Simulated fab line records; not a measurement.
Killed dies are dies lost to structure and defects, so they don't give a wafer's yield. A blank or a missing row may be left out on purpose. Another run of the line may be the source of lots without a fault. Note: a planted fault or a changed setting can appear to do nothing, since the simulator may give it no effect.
Chamber matching	flow gf180mcu	cmp-01 running GF_V5_CMP_04: 4 sister chambers
The step polishes SiO2. 8 wafers are shown with their chamber, then 7 later ones without.

== WAFERS WITH THEIR CHAMBER ==
wafer	chamber	motorCurrentA (A)
L646.1	0	11.5
L646.4	3	12.7
L646.6	2	11.6
L645.2	1	10.8
L645.3	3	12.5
L645.4	0	11.8
L647.2	1	10.1
L647.3	2	11.0

== WAFERS WHOSE CHAMBER IS MISSING ==
wafer	motorCurrentA (A)
L647.5	11.8
L651.3	11.7
L651.4	11.4
L651.5	11.5
L656.2	11.5
L656.4	13.2
L656.6	13.0

== EACH ONE'S CHAMBER ==
wafer	from the rows above	in truth
L647.5	can't be placed: 0 or 2 or 3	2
L651.3	can't be placed: 0 or 2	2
L651.4	can't be placed: 2 or 0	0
L651.5	can't be placed: 0 or 2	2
L656.2	can't be placed: 0 or 2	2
L656.4	3	3
L656.6	3	3
Correct placement for 2 of the 7. Cannot be placed on the basis of these rows: 5; the candidates contain the true chamber in 5. Placed wrongly: 0.
How it was worked out, from the rows above alone: a wafer's distance from a chamber is the root of the sum, over the readings, of the square of ((its reading less the chamber's mean) divided by the reading's scatter). The wafer belongs to the nearest chamber; if the next one is less than 2 further off, it can't be placed. Each chamber's mean is taken over the wafers shown for it. How the scatter is found: for the shown wafers, subtract from each reading the mean of its chamber, square and add these, divide the total by (wafers less chambers), then take the root.
